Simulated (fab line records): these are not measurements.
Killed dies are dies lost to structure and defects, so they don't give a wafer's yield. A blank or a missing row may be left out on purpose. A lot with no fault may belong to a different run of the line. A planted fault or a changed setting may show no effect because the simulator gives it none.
fab line records	flow gf180mcu
[record] lots = 11	wafers = 32	last-day = 34
route steps=602 shown CONTACT@292 M1@319 V1@358 M2@362
lots untouched by any fault: they come from a run of this same line in which no faults occurred
start-h: hours from the record's opening day to when the first of the lot's shown wafers began	wait-h: time in hours since the lot's previous step	" the same as in the row above	L1.1+2: several wafers, shown together as one row	- no value present, or no start provided	* or withheld: withheld	< > ~ a bound
route shown NAME@n: names a module that has steps shown in the file, with the first one's number in the route	usual: mean and standard deviation over wafers with no fault	same: alike in all rows	chamber/n: place in a boat	sites: per-site readings	_std_site: standard deviation across them	_edge_site: the outer-site mean with the inner-site mean subtracted	radius-mm: how far each site lies from the wafer's centre	mask NAME#n: copy n	behind: the most recent tool/chamber to have shaped the wafer	hold: the reason the lot was held/the length of the hold in hours/how it ended	device: the transistor (n, p or np) that didn't switch	end of line: the route-end tests of the same wafers	a step given without rows: its recipe and nothing more	killed: not the wafer's yield, but the dies lost to structure and defects at the first sort	map: dies across one wafer; x = killed, . = not, _ = none there
set.NAME: the run value of the setting; set.NAME@STEP: its run value at that earlier step	model.NAME: the simulator's own value behind a step, which no gauge read
a sample of lots followed through the steps of the route, with each step as a table and each wafer as a row
services: when a tool's chamber went out of use (start-h, in hours from the record's first day, below 0 if earlier), for how many hours, and the reason
[[steps]]
[step GF_CONTACT_BOW_MEAS_05]
[recipe] mode = bow
[usual] CONTACT_BOW = 65/7.2
lot.wafer	tool	chamber	start-h	wait-h	CONTACT_BOW[um]
L801.2	film-metro-01	-	340.55	0.3	71
L801.5	"	-	"	"	69
L801.6	"	-	"	"	67
L802.1	film-metro-02	-	345.09	0.2	63
L802.2	"	-	"	"	64
L802.4	"	-	"	"	71
L803.1	film-metro-02	-	353.71	0.1	68
L803.5	"	-	"	"	69
L803.6	"	-	"	"	57
L806.2	film-metro-04	-	380.42	0.3	66
L806.5	"	-	"	"	57
L806.6	"	-	"	"	76
L807.1	film-metro-04	-	390.28	0.2	71
L807.2	"	-	"	"	57
L807.4	"	-	"	"	63
L808.2	film-metro-02	-	397.16	0.2	75
L808.5	"	-	"	"	60
L808.6	"	-	"	"	65
L812.1	film-metro-01	-	443.15	0.2	68
L812.2	"	-	"	"	62
L812.5	"	-	"	"	74
L813.2	film-metro-04	-	457.80	0.2	49
L813.5	"	-	"	"	59
L814.1	film-metro-04	-	462.89	0.1	76
L814.4	"	-	"	"	56
L814.5	"	-	"	"	73
L823.3	film-metro-04	-	523.82	0.2	69
L823.5	"	-	"	"	64
L823.6	"	-	"	"	68
L824.2	film-metro-01	-	529.01	0.2	71
L824.3	"	-	"	"	70
L824.5	"	-	"	"	59
[step GF_M1_SPUTTER_04]
[recipe] material = TiN	target-thk-nm = 50	power-w = 6500	time-s = 41.7	chamber-pressure-pa = 0.4
[usual] throttle-valve-pct = 30.4/1.1
[same] time-s = 41.7
lot.wafer	tool	chamber	start-h	wait-h	throttle-valve-pct
L801.2	pvd-sputter-04	-	364.43	0.0	32.1
L801.5	"	-	"	"	30.7
L801.6	"	-	"	"	32.0
L802.1	pvd-sputter-04	-	368.88	0.0	31.9
L802.2	"	-	"	"	32.1
L802.4	"	-	"	"	30.0
L803.1	pvd-sputter-02	-	378.40	0.0	32.0
L803.5	"	-	"	"	30.2
L803.6	"	-	"	"	28.8
L806.2	pvd-sputter-04	-	404.85	0.0	31.0
L806.5	"	-	"	"	30.9
L806.6	"	-	"	"	31.8
L807.1	pvd-sputter-02	-	415.36	0.0	32.2
L807.2	"	-	"	"	29.9
L807.4	"	-	"	"	28.9
L808.2	pvd-sputter-02	-	421.40	0.0	29.8
L808.5	"	-	"	"	29.8
L808.6	"	-	"	"	31.9
L812.1	pvd-sputter-01	-	468.13	0.0	30.5
L812.2	"	-	"	"	28.9
L812.5	"	-	"	"	30.2
L813.2	pvd-sputter-01	-	482.73	0.0	30.2
L813.5	"	-	"	"	30.4
L814.1	pvd-sputter-02	-	488.47	0.0	30.6
L814.4	"	-	"	"	32.3
L814.5	"	-	"	"	29.9
L823.3	pvd-sputter-02	-	547.27	0.0	32.1
L823.5	"	-	"	"	32.0
L823.6	"	-	"	"	29.7
L824.2	pvd-sputter-02	-	552.63	0.0	31.7
L824.3	"	-	"	"	30.5
L824.5	"	-	"	"	30.2
[step GF_V1_CVD_23]
[recipe] material = W	target-thk-nm = 350	time-s = 105.05	temp-c = 400	pressure-torr = 40
[usual] heater-power-w = 828/160
lot.wafer	tool	chamber	start-h	wait-h	heater-power-w
L801.2	cvd-w-01	1	413.38	0.0	1062
L801.5	"	1	"	"	1061
L801.6	"	0	"	"	855
L802.1	cvd-w-01	1	417.97	0.0	1048
L802.2	"	0	"	"	858
L802.4	"	0	"	"	852
L803.1	cvd-w-02	1	425.98	0.0	659
L803.5	"	0	"	"	694
L803.6	"	1	"	"	640
L806.2	cvd-w-02	0	454.58	0.0	679
L806.5	"	0	"	"	713
L806.6	"	1	"	"	638
L807.1	cvd-w-02	0	464.42	0.0	703
L807.2	"	1	"	"	641
L807.4	"	1	"	"	661
L808.2	cvd-w-01	1	470.47	0.0	1065
L808.5	"	0	"	"	861
L808.6	"	1	"	"	1044
L812.1	cvd-w-01	1	516.83	0.0	1065
L812.2	"	0	"	"	853
L812.5	"	1	"	"	1055
L813.2	cvd-w-01	1	531.36	0.0	1046
L813.5	"	1	"	"	1037
L814.1	cvd-w-01	0	536.46	0.0	868
L814.4	"	0	"	"	884
L814.5	"	0	"	"	848
L823.3	cvd-w-02	1	593.45	0.1	666
L823.5	"	1	"	"	664
L823.6	"	0	"	"	693
L824.2	cvd-w-02	1	599.18	0.0	677
L824.3	"	0	"	"	705
L824.5	"	1	"	"	667
[step GF_V1_RS_MEAS_24]
[recipe] thk-meas-gauge = four-point-probe	reads = W_of_V1_CVD_23+TiN_of_V1_SPUTTER_22+Ti_of_V1_SPUTTER_21
[usual] V1_W_RS = 0.329/0.0031
lot.wafer	tool	chamber	start-h	wait-h	V1_W_RS[ohm/sq]
L801.2	film-metro-01	-	413.52	0.1	0.328
L801.5	"	-	"	"	0.327
L801.6	"	-	"	"	0.330
L802.1	film-metro-01	-	418.08	0.1	0.325
L802.2	"	-	"	"	0.326
L802.4	"	-	"	"	0.327
L803.1	film-metro-03	-	426.10	0.1	0.333
L803.5	"	-	"	"	0.329
L803.6	"	-	"	"	0.331
L806.2	film-metro-01	-	454.72	0.1	0.330
L806.5	"	-	"	"	0.329
L806.6	"	-	"	"	0.335
L807.1	film-metro-03	-	464.54	0.1	0.330
L807.2	"	-	"	"	0.336
L807.4	"	-	"	"	0.330
L808.2	film-metro-01	-	470.60	0.1	0.326
L808.5	"	-	"	"	0.325
L808.6	"	-	"	"	0.329
L812.1	film-metro-03	-	516.94	0.1	0.325
L812.2	"	-	"	"	0.170
L812.5	"	-	"	"	0.329
L813.2	film-metro-03	-	531.49	0.1	0.172
L813.5	"	-	"	"	0.330
L814.1	film-metro-04	-	536.58	0.1	0.329
L814.4	"	-	"	"	0.172
L814.5	"	-	"	"	0.330
L823.3	film-metro-03	-	593.56	0.1	0.332
L823.5	"	-	"	"	0.329
L823.6	"	-	"	"	0.332
L824.2	film-metro-03	-	599.31	0.1	0.330
L824.3	"	-	"	"	0.331
L824.5	"	-	"	"	0.329
[step GF_V1_THK_MEAS_25]
[recipe] thk-meas-gauge = xrf	reads = W_of_V1_CVD_23
[usual] V1_W_THK = 355/5.4
lot.wafer	tool	chamber	start-h	wait-h	V1_W_THK[nm]
L801.2	film-metro-01	-	413.63	0.1	355
L801.5	"	-	"	"	356
L801.6	"	-	"	"	351
L802.1	film-metro-01	-	418.20	0.1	354
L802.2	"	-	"	"	355
L802.4	"	-	"	"	356
L803.1	film-metro-03	-	426.22	0.1	350
L803.5	"	-	"	"	354
L803.6	"	-	"	"	353
L806.2	film-metro-01	-	454.83	0.1	355
L806.5	"	-	"	"	354
L806.6	"	-	"	"	352
L807.1	film-metro-03	-	464.66	0.1	350
L807.2	"	-	"	"	345
L807.4	"	-	"	"	351
L808.2	film-metro-01	-	470.71	0.1	362
L808.5	"	-	"	"	366
L808.6	"	-	"	"	359
L812.1	film-metro-03	-	517.06	0.1	357
L812.2	"	-	"	"	-
L812.5	"	-	"	"	353
L813.2	film-metro-03	-	531.60	0.1	-
L813.5	"	-	"	"	356
L814.1	film-metro-04	-	536.70	0.1	345
L814.4	"	-	"	"	-
L814.5	"	-	"	"	344
L823.3	film-metro-03	-	593.66	0.1	355
L823.5	"	-	"	"	357
L823.6	"	-	"	"	357
L824.2	film-metro-03	-	599.42	0.1	355
L824.3	"	-	"	"	356
L824.5	"	-	"	"	358
[step GF_V1_CMP_26]
[recipe] stop-on = SiO2	down-force-psi = 3.5	platen-rpm = 60	t-overpolish-s = 15	target-thk-nm = 0	pad-velocity-m-s = 0.94248
[usual] motor-current-A = 11.5/1.5	platen-rpm = 60.00/0.037	retaining-ring-pressure-frac = 1.000/0.0049	time-to-endpoint-s = 85.1/2.8
lot.wafer	tool	chamber	start-h	wait-h	motor-current-A	platen-rpm	retaining-ring-pressure-frac	time-to-endpoint-s
L801.2	cmp-01	1	413.83	0.2	13.2	59.98	0.992	88.6
L801.6	"	2	"	"	11.3	60.00	1.006	85.6
L801.5	"	3	"	"	10.4	60.02	1.008	90.0
L802.1	cmp-01	1	418.26	0.1	13.4	60.00	1.002	85.4
L802.2	"	3	"	"	10.5	60.02	0.992	91.0
L802.4	"	0	"	"	10.9	60.04	0.998	83.0
L803.1	cmp-01	2	426.33	0.1	11.5	60.02	0.997	88.0
L803.5	"	1	"	"	13.1	60.01	0.998	86.6
L803.6	"	2	"	"	11.0	60.02	1.006	86.7
L806.2	cmp-02	3	455.34	0.5	14.2	60.00	0.994	82.8
L806.5	"	1	"	"	9.8	59.98	0.996	86.3
L806.6	"	2	"	"	10.9	59.99	1.006	82.2
L807.1	cmp-01	3	464.72	0.1	10.1	60.02	1.003	86.2
L807.4	"	1	"	"	12.9	60.01	1.003	79.0
L807.2	"	2	"	"	11.0	59.99	1.002	80.2
L808.2	cmp-01	3	470.91	0.2	10.3	60.02	0.994	88.9
L808.5	"	0	"	"	10.7	60.00	1.008	86.6
L808.6	"	1	"	"	12.7	60.02	1.005	83.3
L812.2	cmp-02	0	517.17	0.1	10.4	59.99	0.998	163.6
L812.1	"	2	"	"	10.7	59.98	0.999	90.5
L812.5	"	3	"	"	14.7	59.92	1.003	88.0
L813.2	cmp-02	2	531.65	0.0	10.9	60.06	0.996	157.4
L813.5	"	3	"	"	13.9	59.94	1.000	81.7
L814.1	cmp-02	2	536.76	0.1	10.9	60.03	0.998	84.3
L814.4	"	3	"	"	14.7	60.00	0.996	163.7
L814.5	"	2	"	"	11.1	59.99	0.999	84.8
L823.3	cmp-01	0	593.80	0.1	11.6	59.96	0.990	81.6
L823.6	"	2	"	"	11.5	59.98	1.007	82.9
L823.5	"	3	"	"	11.0	59.99	1.002	88.3
L824.2	cmp-01	3	599.52	0.1	10.2	60.04	0.998	85.9
L824.3	"	1	"	"	13.4	59.96	1.000	83.0
L824.5	"	2	"	"	10.8	60.02	1.000	82.4
[step GF_M2_SPUTTER_00]
[recipe] material = Ti	target-thk-nm = 37.5	arriving-ion-energy-ev = 80	substrate-temp-c = 200	chamber-pressure-pa = 2	power-w = 4000	time-s = 150
[usual] throttle-valve-pct = 29.9/1.1
[same] time-s = 150
lot.wafer	tool	chamber	start-h	wait-h	throttle-valve-pct
L801.2	pvd-sputter-02	-	413.98	0.1	30.1
L801.5	"	-	"	"	30.1
L801.6	"	-	"	"	30.1
L802.1	pvd-sputter-03	-	418.56	0.2	28.3
L802.2	"	-	"	"	29.0
L802.4	"	-	"	"	30.4
L803.1	pvd-sputter-01	-	426.58	0.2	28.8
L803.5	"	-	"	"	28.9
L803.6	"	-	"	"	28.9
L806.2	pvd-sputter-03	-	455.54	0.1	28.2
L806.5	"	-	"	"	28.0
L806.6	"	-	"	"	31.7
L807.1	pvd-sputter-01	-	465.02	0.2	30.4
L807.2	"	-	"	"	28.7
L807.4	"	-	"	"	30.2
L808.2	pvd-sputter-03	-	471.06	0.1	28.9
L808.5	"	-	"	"	28.9
L808.6	"	-	"	"	30.4
L812.1	pvd-sputter-03	-	517.42	0.1	30.5
L812.2	"	-	"	"	28.1
L812.5	"	-	"	"	30.4
L813.2	pvd-sputter-02	-	531.95	0.2	30.3
L813.5	"	-	"	"	28.7
L814.1	pvd-sputter-03	-	537.06	0.2	30.5
L814.4	"	-	"	"	28.9
L814.5	"	-	"	"	30.5
L823.3	pvd-sputter-01	-	594.00	0.1	28.9
L823.5	"	-	"	"	28.7
L823.6	"	-	"	"	30.2
L824.2	pvd-sputter-01	-	599.77	0.2	29.3
L824.3	"	-	"	"	30.6
L824.5	"	-	"	"	28.8
[[services]]
tool	chamber	start-h	hours	kind
pvd-sputter-01	-	342.10	1.6	repair
cvd-w-01	-	345.62	3.8	pm
cvd-w-01	-	369.14	0.7	repair
pvd-sputter-01	-	379.58	1.8	repair
cmp-02	-	385.88	17.7	pm
cvd-w-02	-	390.00	14.0	pm
cmp-01	-	404.22	4.0	pm
cvd-w-02	-	411.99	6.9	pm
pvd-sputter-02	-	418.64	1.0	repair
cvd-w-01	-	427.92	2.8	pm
pvd-sputter-02	-	430.35	1.7	repair
cvd-w-01	-	434.29	0.7	repair
cmp-01	-	448.56	13.1	pm
pvd-sputter-01	-	454.93	3.0	repair
cmp-01	-	473.50	1.5	repair
pvd-sputter-03	-	474.72	1.9	repair
cvd-w-01	-	495.38	0.6	repair
cvd-w-01	-	518.22	0.5	repair
cmp-01	-	519.05	2.3	repair
pvd-sputter-02	-	533.09	8.8	repair
pvd-sputter-01	-	569.99	1.6	repair
pvd-sputter-02	-	595.02	3.5	repair
cvd-w-01	0	596.15	1.5	repair
pvd-sputter-02	-	597.28	2.7	repair
[[key]]
[first-sign] step = GF_V1_RS_MEAS_24	reading = V1_W_RS	direction = down	sigmas = 50	usual = 0.329	struck = 0.171
[effect] step = GF_V1_THK_MEAS_25	reading = V1_W_THK	direction = missing
[effect] step = GF_V1_CMP_26	reading = time-to-endpoint-s	direction = up	sigmas = 28	usual = *	struck = *
met-at GF_V1_CVD_23
struck-lots L812,L813,L814
struck-wafers L812.2,L813.2,L814.4
not-acting-at GF_CONTACT_BOW_MEAS_05,GF_M1_SPUTTER_04,GF_M2_SPUTTER_00
onset-between 470.47 516.83
[fault] kind = process-parameter-drift	tool = cvd-w-01	chamber = -	onset-h = 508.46	steps = GF_V1_CVD_23	channel = target-thk-nm	offset = 317.88	shape = step	end-h = 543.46	scope = struck-wafers-only	acts-in = these-recipes-only	stated = 350
